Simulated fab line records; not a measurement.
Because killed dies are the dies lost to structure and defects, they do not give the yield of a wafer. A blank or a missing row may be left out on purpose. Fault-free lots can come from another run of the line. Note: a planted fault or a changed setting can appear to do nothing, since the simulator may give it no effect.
Problem report, 8D (eight disciplines) form, completed by code ; flow sky130 ; the parts of the form that need people (team, actions taken, sign-off) are left out

1. WHAT IS WRONG
cdNm at SKY_CONTACT_CD_MEAS_14 reads a mean of 155.7 nm on 6 wafers of 2 lots; wafers without a fault read 170.5 nm with a standard deviation of 1.7. Relative to the usual mean, that is a shift of -8.7 standard deviations.
The step: target cd 170 nm.
First seen on wafer L901.2, day 35 18:25, on cdSem-02. Wafers with a number at this step in the record: 36, from 12 lots. The rule behind "out" and "out of limits": a value lying over 4 standard deviations away from the usual mean. The other wafers with a number count as sound.

2. WHAT THIS IS AND IS NOT
question;is;is not
which readings at this step;cdNm;-
which lots;L901, L906;L889, L891, L892, L894, L895, L898, L907, L909, L910, L911
which wafers of those lots;all that have a number;-
read on which gauges;cdSem-02;cdSem-01
when;from day 35 18:25;"up to then (18 sound wafers); but 12 sound wafers of L907, L909, L910, L911 came after"

3. WHAT RULES OUT EACH SUSPECT
Counting: any tool at a process step up to the reading is kept as a suspect provided that every lot that is out went through it and no sound lot did after the first of them.
- ruled out: the gauge at SKY_CONTACT_CD_MEAS_14. All the wafers that are out were read on cdSem-02, but those of them that SKY_CONTACT_EXPOSE_11 has rows for are out there too, on other tools.
- rieMetal-01 at SKY_LOCAL_INTERCONNECT_METAL_ETCH_14 (etches TiN in Cl2/BCl3, stops on PSG, target depth 110 nm, time 31.4 s): ruled out as a lasting fault. After its first lot that is out, L901 (day 34 13:35), sound lots L909, L910 ran on it.
- krfScanner-01 at SKY_CONTACT_EXPOSE_11 (exposes mask CTM1, target cd 170 nm): kept. All lots that are out passed through it, beginning with L901 at day 35 04:36, and no sound lot followed; its final sound lot before that point was L898 at day 33 21:50. On those wafers its own readings are out: exposureDoseMJCm2.
The count leaves krfScanner-01 at SKY_CONTACT_EXPOSE_11.

4. THE CAUSE (what the simulator had put in)
Drift in process parameters on krfScanner-01 at SKY_CONTACT_EXPOSE_11, starting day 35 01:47. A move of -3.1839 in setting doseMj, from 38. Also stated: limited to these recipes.
Counting left only this tool.

5. THE CHAIN OF EFFECTS, in route order
Each row: a reading whose mean over the struck wafers that have a number lies more than 3 standard deviations from the usual. Only readings whose record carries a usual standard deviation are examined. hours: median over the lots of the time between each lot's start at the first step of this table that gives one and its start at this step. sigmas: the change, counted in usual standard deviations.
hours;step;reading;usual;on struck wafers;change;sigmas
0;SKY_CONTACT_EXPOSE_11;exposureDoseMJCm2;38.00;35.16;-2.84;-68
13;SKY_CONTACT_CD_MEAS_14;cdNm;170.5 nm;155.7;-14.8;-8.7
Here are the process steps it includes:
- SKY_CONTACT_EXPOSE_11: exposes mask CTM1, target cd 170 nm.

6. HOW IT WOULD HAVE BEEN CAUGHT EARLIER
The first out-of-limits reading at a measuring or inspecting step in this record came at day 35 18:25, 17 hours after the fault's start at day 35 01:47.
At SKY_CONTACT_EXPOSE_11, the tool's own readings (exposureDoseMJCm2) were out on each struck wafer the step has a row for, so an alarm limit on them would have fired on the first such wafer.
L906, from the lots that are out (2), started SKY_CONTACT_EXPOSE_11 on krfScanner-01 later than day 35 18:25. Putting the tool on hold at that point would have spared it.
